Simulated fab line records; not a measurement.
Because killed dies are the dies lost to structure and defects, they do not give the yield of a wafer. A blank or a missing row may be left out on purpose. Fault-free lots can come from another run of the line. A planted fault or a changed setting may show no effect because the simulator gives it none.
fab line records + flow gf180mcu
record:
- lots: 14
- wafers: 42
- lastDay: 33
route steps=602 shown V1@339
lots with no fault: from the same line, run without faults
startH: the number of hours between the record's first day and the start of the first shown wafer of the lot + waitH: how many hours have passed since the lot's step before this one + " the same as in the row above + L1.1+2: one row covering several wafers at once + - no value present, or no start provided + * or withheld: withheld + < > ~ a bound
route shown NAME@n: a module of which the file shows steps, and the number in the route of the first + usual: average and standard deviation across the fault-free wafers + same: alike in all rows + chamber/n: place in a boat + sites: each site's reading + _std_site: the standard deviation of these + _edge_site: outer sites' mean less inner sites' + radiusMm: how far each site lies from the wafer's centre + mask NAME#n: copy n + behind: tool/chamber where the wafer was last shaped + hold: the reason the lot was held/the length of the hold in hours/how it ended + device: the transistor (n, p or np) that didn't switch + end of line: tests run on the same wafers once the route is complete + a step with no rows: only its recipe + killed: dies that structure and defects cost at the first sort, which is not the same as the wafer's yield + map: shows each die of a wafer: x if killed, . if not, _ if none is there
set.NAME: the setting the step ran with; set.NAME@STEP: the setting that earlier step ran with + model.NAME: the simulator's own value behind a step, which no gauge read
steps of the route over a sample of lots; a table a step, a row a wafer
services: from which hour (startH, from the record's first day; less than 0 if before it) a tool's chamber was out of use, for how many hours, and why
== steps ==
step: GF_V1_CMP_04
recipe:
- material: SiO2
- downForcePsi: 4
- platenRpm: 60
- padVelocityMS: 0.94248
usual:
- headPressurePsi: 4.000/0.0091
- motorCurrentA: 12.3/1.9
- timeToEndpointS: 78/6
| lot.wafer | tool   | chamber | startH | waitH | headPressurePsi | motorCurrentA | timeToEndpointS |
|-----------|--------|---------|--------|-------|-----------------|---------------|-----------------|
| L882.4    | cmp-02 | 2       | 388.06 | 0.0   | 3.988           | 13.8          | 78              |
| L882.3    | "      | 0       | "      | "     | 4.001           | 11.0          | 71              |
| L882.6    | "      | 2       | "      | "     | 4.001           | 13.9          | 77              |
| L883.4    | cmp-02 | 3       | 398.60 | 0.0   | 3.994           | 12.8          | 81              |
| L883.3    | "      | 1       | "      | "     | 3.998           | 9.5           | 80              |
| L883.6    | "      | 3       | "      | "     | 3.992           | 12.1          | 88              |
| L884.2    | cmp-02 | 3       | 401.47 | 0.1   | 4.007           | 11.7          | 82              |
| L884.3    | "      | 0       | "      | "     | 4.010           | 10.8          | 75              |
| L884.6    | "      | 2       | "      | "     | 4.011           | 14.0          | 89              |
| L885.4    | cmp-01 | 1       | 413.81 | 0.0   | 4.014           | 15.5          | 82              |
| L885.2    | "      | 0       | "      | "     | 3.999           | 11.9          | 72              |
| L885.6    | "      | 2       | "      | "     | 3.997           | 10.2          | 84              |
| L886.1    | cmp-01 | 3       | 423.54 | 0.1   | 4.010           | 14.4          | 65              |
| L886.2    | "      | 1       | "      | "     | 4.002           | 15.2          | 66              |
| L886.5    | "      | 0       | "      | "     | 4.009           | 12.1          | 67              |
| L887.1    | cmp-02 | 2       | 433.42 | 0.1   | 4.011           | 14.0          | 78              |
| L887.3    | "      | 3       | "      | "     | 3.999           | 13.1          | 76              |
| L887.4    | "      | 0       | "      | "     | 3.993           | 11.2          | 78              |
| L888.4    | cmp-01 | 1       | 436.23 | 0.1   | 3.992           | 15.8          | 83              |
| L888.3    | "      | 3       | "      | "     | 3.999           | 14.0          | 75              |
| L888.5    | "      | 0       | "      | "     | 3.993           | 12.0          | 80              |
| L890.1    | cmp-02 | 3       | 460.42 | 0.1   | 3.981           | 12.3          | 72              |
| L890.2    | "      | 0       | "      | "     | 4.007           | 11.3          | 68              |
| L890.5    | "      | 3       | "      | "     | 3.987           | 11.8          | 79              |
| L891.4    | cmp-01 | 3       | 461.80 | 0.0   | 4.001           | 14.7          | 64              |
| L891.2    | "      | 0       | "      | "     | 3.995           | 11.9          | 63              |
| L891.5    | "      | 0       | "      | "     | 4.010           | 12.5          | 68              |
| L894.1    | cmp-01 | 3       | 493.37 | 0.1   | 3.999           | 14.4          | 78              |
| L894.3    | "      | 0       | "      | "     | 4.008           | 12.1          | 70              |
| L894.6    | "      | 2       | "      | "     | 4.001           | 10.7          | 86              |
| L895.3    | cmp-02 | 1       | 500.69 | 0.1   | 4.021           | 9.3           | 72              |
| L895.6    | "      | 0       | "      | "     | 3.998           | 11.4          | 75              |
| L895.5    | "      | 1       | "      | "     | 4.004           | 9.7           | 72              |
| L897.4    | cmp-02 | 3       | 516.20 | 0.0   | 3.999           | 11.5          | 76              |
| L897.3    | "      | 0       | "      | "     | 3.998           | 11.5          | 70              |
| L897.5    | "      | 3       | "      | "     | 4.005           | 12.4          | 72              |
| L898.3    | cmp-01 | 0       | 521.50 | 0.0   | 3.990           | 12.3          | 105             |
| L898.1    | "      | 1       | "      | "     | 3.999           | 16.1          | 88              |
| L898.2    | "      | 2       | "      | "     | 3.999           | 11.1          | 88              |
| L899.2    | cmp-01 | 1       | 535.30 | 0.1   | 4.015           | 14.7          | 78              |
| L899.3    | "      | 2       | "      | "     | 4.004           | 10.5          | 100             |
| L899.5    | "      | 3       | "      | "     | 4.002           | 13.2          | 103             |
step: GF_V1_ETCH_17
recipe:
- chemistry: C4F8/O2/Ar
- maskMaterial: KrF
- target: SiO2
- stopOn: TiN
- sourceW: 1500
- biasW: 1200
- pressureMtorr: 40
- c4f8FlowSccm: withheld
- O2_flow_sccm: 6
- Ar_flow_sccm: 300
- timeS: withheld
- targetDepthA: 6300
usual:
- oesProductAu: 0.856/0.0051
| lot.wafer | tool       | chamber | startH | waitH | oesProductAu |
|-----------|------------|---------|--------|-------|--------------|
| L882.3    | rieDiel-03 | 2       | -      | -     | 0.862        |
| L882.4    | "          | 3       | "      | "     | 0.851        |
| L882.6    | "          | 2       | "      | "     | 0.849        |
| L883.3    | rieDiel-04 | 0       | -      | -     | 0.854        |
| L883.4    | "          | 2       | "      | "     | 0.848        |
| L883.6    | "          | 1       | "      | "     | 0.843        |
| L884.2    | rieDiel-04 | 3       | -      | -     | 0.848        |
| L884.3    | "          | 0       | "      | "     | 0.871        |
| L884.6    | "          | 2       | "      | "     | 0.856        |
| L885.2    | rieDiel-03 | 2       | -      | -     | 0.852        |
| L885.4    | "          | 0       | "      | "     | 0.855        |
| L885.6    | "          | 2       | "      | "     | 0.855        |
| L886.1    | rieDiel-03 | 2       | -      | -     | 0.856        |
| L886.2    | "          | 0       | "      | "     | 0.863        |
| L886.5    | "          | 0       | "      | "     | 0.854        |
| L887.1    | rieDiel-02 | 1       | -      | -     | 0.859        |
| L887.3    | "          | 3       | "      | "     | 0.856        |
| L887.4    | "          | 0       | "      | "     | 0.853        |
| L888.3    | rieDiel-03 | 2       | -      | -     | 0.860        |
| L888.4    | "          | 3       | "      | "     | 0.859        |
| L888.5    | "          | 1       | "      | "     | 0.864        |
| L890.1    | rieDiel-03 | 0       | -      | -     | 0.847        |
| L890.2    | "          | 3       | "      | "     | 0.861        |
| L890.5    | "          | 0       | "      | "     | 0.853        |
| L891.2    | rieDiel-03 | 2       | -      | -     | 0.856        |
| L891.4    | "          | 1       | "      | "     | 0.856        |
| L891.5    | "          | 2       | "      | "     | 0.852        |
| L894.1    | rieDiel-03 | 2       | -      | -     | 0.856        |
| L894.3    | "          | 0       | "      | "     | 0.858        |
| L894.6    | "          | 3       | "      | "     | 0.861        |
| L895.3    | rieDiel-02 | 0       | -      | -     | 0.859        |
| L895.5    | "          | 1       | "      | "     | 0.858        |
| L895.6    | "          | 2       | "      | "     | 0.850        |
| L897.3    | rieDiel-02 | 1       | -      | -     | 0.858        |
| L897.4    | "          | 0       | "      | "     | 0.855        |
| L897.5    | "          | 1       | "      | "     | 0.858        |
| L898.1    | rieDiel-02 | 3       | -      | -     | 0.854        |
| L898.2    | "          | 0       | "      | "     | 0.856        |
| L898.3    | "          | 1       | "      | "     | 0.811        |
| L899.2    | rieDiel-02 | 1       | -      | -     | 0.846        |
| L899.3    | "          | 0       | "      | "     | 0.808        |
| L899.5    | "          | 0       | "      | "     | 0.805        |
== services ==
| tool       | chamber | startH | hours | kind                          |
|------------|---------|--------|-------|-------------------------------|
| cmp-02     | -       | 375.87 | 0.8   | repair                        |
| rieDiel-03 | 3       | 377.06 | 5.9   | repair                        |
| rieDiel-04 | 3       | 384.56 | 1.7   | repair                        |
| cmp-01     | -       | 396.96 | 16.6  | pm                            |
| cmp-02     | -       | 404.00 | 4.0   | pm                            |
| cmp-02     | -       | 408.00 | -     | consumableReplace:conditioner |
| cmp-02     | -       | 408.00 | -     | consumableReplace:pad         |
| rieDiel-03 | 2       | 418.36 | -     | clean                         |
| rieDiel-03 | 2       | 418.36 | 17.0  | scheduledDown                 |
| rieDiel-03 | 2       | 418.36 | 17.0  | ventCycle                     |
| rieDiel-03 | 3       | 420.95 | 12.8  | repair                        |
| cmp-02     | -       | 424.57 | 1.8   | repair                        |
| cmp-02     | -       | 426.48 | 1.9   | repair                        |
| cmp-01     | -       | 439.90 | 1.7   | repair                        |
| cmp-02     | -       | 447.41 | 1.7   | repair                        |
| cmp-01     | -       | 469.59 | 11.5  | repair                        |
| rieDiel-04 | 0       | 489.11 | -     | clean                         |
| rieDiel-04 | 0       | 489.11 | 32.6  | scheduledDown                 |
| cmp-02     | -       | 507.74 | 8.4   | pm                            |
| rieDiel-03 | 3       | 521.35 | 2.3   | repair                        |
| cmp-01     | -       | 536.46 | 2.4   | repair                        |
| rieDiel-03 | 2       | 538.81 | 2.6   | repair                        |
| cmp-01     | -       | 541.42 | 2.0   | repair                        |
| cmp-01     | -       | 553.34 | 5.5   | pm                            |
== key ==
firstSign:
- step: GF_V1_CMP_04
- reading: timeToEndpointS
- direction: up
- sigmas: 4.2
- usual: *
- struck: *
effect:
- step: GF_V1_ETCH_17
- reading: oesProductAu
- direction: down
- sigmas: 9.3
- usual: 0.856
- struck: 0.808
metAt GF_V1_CMP_04
struckLots L898,L899
struckWafers L898.3,L899.3,L899.5
onsetBetween 493.37 521.50
fault:
- kind: processParameterDrift
- tool: cmp-01
- chamber: -
- onsetH: 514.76
- steps: GF_V1_CMP_04
- channel: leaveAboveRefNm
- offset: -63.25
- shape: step
- endH: 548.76
- scope: struckWafersOnly
- actsIn: theseRecipesOnly
- stated: 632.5
